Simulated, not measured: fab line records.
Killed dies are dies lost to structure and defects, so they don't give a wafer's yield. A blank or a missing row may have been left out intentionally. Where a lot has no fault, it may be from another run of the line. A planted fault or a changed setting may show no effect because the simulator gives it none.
Matching of chambers :: flow sfq line :: pecvd-01 running SFQ_TRILAYER_A5C_DEP_PECVD_142: 3 sister chambers
The step deposits SiO2 from SiH4/N2O, time 15.556 s, target thk 70 nm. 6 wafers are shown with their chamber, then 11 later ones without.

## WAFERS WITH THEIR CHAMBER
wafer: L150.2
chamber: 2
rf fwd power W (W): 180.3
heater power w (W): 76

wafer: L155.3
chamber: 2
rf fwd power W (W): 179.4
heater power w (W): 72

wafer: L158.1
chamber: 0
rf fwd power W (W): 178.8
heater power w (W): 74

wafer: L158.3
chamber: 1
rf fwd power W (W): 181.0
heater power w (W): 81

wafer: L158.4
chamber: 1
rf fwd power W (W): 181.1
heater power w (W): 84

wafer: L159.1
chamber: 0
rf fwd power W (W): 178.5
heater power w (W): 75

## WAFERS WITH NO CHAMBER GIVEN
wafer: L159.4
rf fwd power W (W): 178.7
heater power w (W): 78

wafer: L159.6
rf fwd power W (W): 180.3
heater power w (W): 83

wafer: L160.2
rf fwd power W (W): 179.2
heater power w (W): 80

wafer: L160.4
rf fwd power W (W): 181.8
heater power w (W): 93

wafer: L160.6
rf fwd power W (W): 178.8
heater power w (W): 80

wafer: L162.3
rf fwd power W (W): 180.7
heater power w (W): 75

wafer: L162.5
rf fwd power W (W): 180.4
heater power w (W): 91

wafer: L162.6
rf fwd power W (W): 179.2
heater power w (W): 85

wafer: L164.2
rf fwd power W (W): 180.3
heater power w (W): 85

wafer: L164.3
rf fwd power W (W): 179.1
heater power w (W): 79

wafer: L164.4
rf fwd power W (W): 179.0
heater power w (W): 80

## WHICH CHAMBER EACH ONE RAN IN
wafer: L159.4
from the rows above: can't be placed: 0 or 2
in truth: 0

wafer: L159.6
from the rows above: 1
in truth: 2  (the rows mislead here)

wafer: L160.2
from the rows above: can't be placed: 0 or 2 or 1
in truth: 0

wafer: L160.4
from the rows above: 1
in truth: 1

wafer: L160.6
from the rows above: can't be placed: 0 or 2
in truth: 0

wafer: L162.3
from the rows above: can't be placed: 2 or 1
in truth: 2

wafer: L162.5
from the rows above: 1
in truth: 1

wafer: L162.6
from the rows above: can't be placed: 1 or 0 or 2
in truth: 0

wafer: L164.2
from the rows above: 1
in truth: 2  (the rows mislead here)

wafer: L164.3
from the rows above: can't be placed: 0 or 2
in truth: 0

wafer: L164.4
from the rows above: can't be placed: 0 or 2
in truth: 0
Correct placement for 2 of the 11. Not placeable from these rows: 7 (in 7, the candidates include the true chamber). Number placed wrongly: 2.
How it was worked out, from the rows above alone: a wafer's distance from a chamber is the root of the sum, over the readings, of the square of ((its reading less the chamber's mean) divided by the reading's scatter). If the next closest chamber is less than 2 further off than the closest, the wafer can't be placed; otherwise it belongs to the closest. A chamber's mean is the mean of its shown wafers. The scatter: the root of (the sum of the squares of (reading less its chamber's mean) over the shown wafers, divided by (wafers less chambers)).
